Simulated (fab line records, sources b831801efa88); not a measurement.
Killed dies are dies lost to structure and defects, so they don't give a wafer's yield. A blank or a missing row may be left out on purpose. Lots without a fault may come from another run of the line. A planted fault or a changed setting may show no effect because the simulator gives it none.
Which tool did it? | flow sky130 | 14 lots, 42 wafers sampled, at 2 steps of a route of 708

WHAT THE GAUGES READ, wafer by wafer
SKY_PWDE_TW_MEAS_10.
lot  | measured    | on            | PWDE_TW
L136 | day 4 01:50 | film_metro-03 | 376.1 373.6 373.8
L140 | day 4 22:45 | film_metro-03 | 377.8 376.6 375.0
L141 | day 5 02:59 | film_metro-02 | 373.0 373.5 373.7
L142 | day 5 08:06 | film_metro-03 | 377.1 377.5 373.9
L144 | day 5 23:47 | film_metro-02 | 371.0 371.5 375.2
L145 | day 6 00:29 | film_metro-01 | 377.8 374.0 374.5
L147 | day 6 10:06 | film_metro-02 | 373.7 372.3 375.1
L148 | day 6 15:09 | film_metro-03 | 374.5 376.0 374.9
L149 | day 6 21:34 | film_metro-03 | 375.7 375.5 377.5
L150 | day 7 03:02 | film_metro-02 | 376.3 377.6 375.7
L152 | day 7 15:57 | film_metro-03 | 375.1 374.7 378.1
L157 | day 9 04:09 | film_metro-03 | 376.6 375.6 374.9
L158 | day 9 03:59 | film_metro-03 | 378.6 376.9 375.2
L159 | day 9 16:35 | film_metro-02 | 375.0 374.6 375.9

WHICH TOOL RAN EACH LOT (tool, then ch and the chambers of the sampled wafers, then the start)
lot  | SKY_FIELD_ISO_ETCH_17
L136 | rie_si-01 ch 0,1,3, day 2 07:22
L140 | rie_si-01 ch 0,1,3, day 3 04:47
L141 | rie_si-02 ch 0,2, day 3 08:43
L142 | rie_si-01 ch 0,1,3, day 3 13:55
L144 | rie_si-01 ch 0,2,3, day 4 00:20
L145 | rie_si-02 ch 0,2,3, day 4 03:11
L147 | rie_si-02 ch 0,3, day 4 14:46
L148 | rie_si-01 ch 0,3, day 4 19:14
L149 | rie_si-01 ch 1,2,3, day 5 02:19
L150 | rie_si-02 ch 1,2,3, day 5 05:16
L152 | rie_si-01 ch 0,1,2, day 5 16:32
L157 | rie_si-02 ch 0,2,3, day 6 22:49
L158 | rie_si-01 ch 1,2,3, day 7 03:34
L159 | rie_si-02 ch 1,2, day 7 12:13
- SKY_FIELD_ISO_ETCH_17: etches Si in HBr/Cl2/O2, target depth 342 nm, time 97.7 s.

WHAT THE TOOLS THEMSELVES READ (means of the sampled wafers that have a number; where no wafer has one, the mark that the record gives instead)
SKY_FIELD_ISO_ETCH_17.
lot  | tool      | drypump_motor_current_A (A) | oes_product_au (a.u.) | throttle_valve_pct (%)
L136 | rie_si-01 | 6.2                         | 1.000                 | 25.653
L140 | rie_si-01 | 6.2                         | 1.001                 | 25.655
L141 | rie_si-02 | 5.4                         | 0.994                 | 25.657
L142 | rie_si-01 | 6.2                         | 0.995                 | 25.652
L144 | rie_si-01 | 6.1                         | 0.993                 | 25.651
L145 | rie_si-02 | 5.5                         | 0.995                 | 25.656
L147 | rie_si-02 | 5.6                         | 0.996                 | 25.659
L148 | rie_si-01 | 6.3                         | 0.993                 | 25.671
L149 | rie_si-01 | 5.9                         | 0.989                 | 25.661
L150 | rie_si-02 | 5.4                         | 1.004                 | 25.656
L152 | rie_si-01 | 6.0                         | 0.998                 | 25.657
L157 | rie_si-02 | 5.5                         | 0.990                 | 25.657
L158 | rie_si-01 | 5.9                         | 0.990                 | 25.667
L159 | rie_si-02 | 5.8                         | 0.987                 | 25.662

THE ANSWER, worked out from the rows above alone
Rule: what is usual is taken from the lots themselves. Put in order of their means at a reading, lots are off if they are a third of the lots or fewer, leave a main group of 4 or more, and stand apart from it by a gap of 3 or more times the standard deviation of the main group's means; of several such gaps the widest counts. A main group whose means are all the same, to the digits that the tables above print for the reading, isn't used. A lot without any number at a reading at which 4 lots or more have one is off too. The other lots that the step has rows for count as sound. The gauges are gone through in route order, then the tools' own readings, and for those a lot's mean is taken as printed above. The first step at which some lot is off is used, and at that step the reading that is off furthest; a lot without a number counts as furthest.
No lot is off at any reading shown: from this, nothing can be told.

WHAT THE SIMULATOR HAD PUT IN
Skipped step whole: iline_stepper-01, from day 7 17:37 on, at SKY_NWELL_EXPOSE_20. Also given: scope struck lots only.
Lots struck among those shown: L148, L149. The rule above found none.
